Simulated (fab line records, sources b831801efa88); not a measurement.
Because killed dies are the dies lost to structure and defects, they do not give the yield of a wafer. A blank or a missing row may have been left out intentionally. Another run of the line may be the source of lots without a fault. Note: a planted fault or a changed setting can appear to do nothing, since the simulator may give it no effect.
What tool caused it? + flow sky130 + 12 lots with 36 wafers sampled at 2 steps, on a route of 708 steps

== WHAT EACH GAUGE READ, for each wafer ==
SKY_VIA4_THK_MEAS_01.
| lot  | measured     | on            | VIA4_HDPCVD_THK (nm) |
|------|--------------|---------------|----------------------|
| L269 | day 41 18:55 | film metro-01 | 1724 1761 1720       |
| L270 | day 41 23:50 | film metro-03 | 1782 1766 1753       |
| L271 | day 42 12:32 | film metro-01 | 1739 1779 1768       |
| L272 | day 42 19:29 | film metro-01 | 1745 1737 1706       |
| L273 | day 43 08:17 | film metro-01 | 1767 1724 1782       |
| L275 | day 43 18:19 | film metro-01 | 1725 1738 1785       |
| L278 | day 44 06:10 | film metro-01 | 1777 1735 1788       |
| L281 | day 45 01:18 | film metro-04 | 1773 1782 1753       |
| L284 | day 45 19:37 | film metro-04 | 1744 1716 1716       |
| L285 | day 46 11:49 | film metro-01 | 1774 1734 1745       |
| L287 | day 46 23:56 | film metro-03 | 1729 1788 1768       |
| L286 | day 47 00:21 | film metro-03 | 1741 1738 1738       |

== EACH LOT AND THE TOOL THAT RAN IT (in order: tool; ch and the chambers of the sampled wafers; start) ==
| lot  | SKY_CAP2M_METAL_ETCH_13           |
|------|-----------------------------------|
| L269 | rie metal-04 ch 0,1, day 40 15:45 |
| L270 | rie metal-03 ch 0,1, day 40 23:14 |
| L271 | rie metal-04 ch 1, day 41 12:31   |
| L272 | rie metal-04 ch 0,1, day 41 17:58 |
| L273 | rie metal-03 ch 0,1, day 42 07:26 |
| L275 | rie metal-04 ch 0,1, day 42 17:02 |
| L278 | rie metal-01 ch 0,1, day 43 05:54 |
| L281 | rie metal-04 ch 0, day 44 00:37   |
| L284 | rie metal-01 ch 0,1, day 44 20:44 |
| L285 | rie metal-01 ch 0,1, day 45 13:51 |
| L287 | rie metal-03 ch 0,1, day 46 01:18 |
| L286 | rie metal-04 ch 0, day 46 01:53   |
- SKY_CAP2M_METAL_ETCH_13: etches TiN in Cl2/BCl3, stops on SiO2, target depth 220 nm, time 62.9 s.

== AS READ BY THE TOOLS THEMSELVES (means over the sampled wafers that have a number; for cases with no such wafer, the mark the record gives instead) ==
SKY_CAP2M_METAL_ETCH_13.
| lot  | tool         | drypump motor current A (A) | oes product au (a.u.) | throttle valve pct (%) |
|------|--------------|-----------------------------|-----------------------|------------------------|
| L269 | rie metal-04 | 5.60                        | 0.937                 | 21.908                 |
| L270 | rie metal-03 | 5.67                        | 0.950                 | 21.898                 |
| L271 | rie metal-04 | 5.67                        | 0.938                 | 21.904                 |
| L272 | rie metal-04 | 5.52                        | 0.931                 | 21.917                 |
| L273 | rie metal-03 | 5.68                        | 0.934                 | 21.905                 |
| L275 | rie metal-04 | 5.60                        | 0.929                 | 21.920                 |
| L278 | rie metal-01 | 5.56                        | 0.931                 | 21.906                 |
| L281 | rie metal-04 | 5.48                        | 0.948                 | 21.900                 |
| L284 | rie metal-01 | 5.56                        | 0.943                 | 21.897                 |
| L285 | rie metal-01 | 5.45                        | 0.934                 | 21.903                 |
| L287 | rie metal-03 | 5.75                        | 0.935                 | 21.901                 |
| L286 | rie metal-04 | 5.47                        | 0.948                 | 21.899                 |

== THE ANSWER, worked out from the rows above alone ==
Rule: usual is defined by the lots themselves. Put in order of their means at a reading, lots are off if they are a third of the lots or fewer, leave a main group of 4 or more, and stand apart from it by a gap of 3 or more times the standard deviation of the main group's means; of several such gaps the widest counts. A main group is skipped when, at the precision printed for the reading in the tables above, its means are all equal. Also off: a lot with no number at a reading for which 4 or more lots have one. Where the step has rows for the other lots, those lots are counted as sound. First the gauges in route order, then the tools' own readings, where a lot's mean is used as printed above. At the first step where some lot is off, the reading lying furthest off is the one used; lots without a number count as furthest.
No lot is off at any reading shown: from this, nothing can be told.

== WHAT THE SIMULATOR PUT IN ==
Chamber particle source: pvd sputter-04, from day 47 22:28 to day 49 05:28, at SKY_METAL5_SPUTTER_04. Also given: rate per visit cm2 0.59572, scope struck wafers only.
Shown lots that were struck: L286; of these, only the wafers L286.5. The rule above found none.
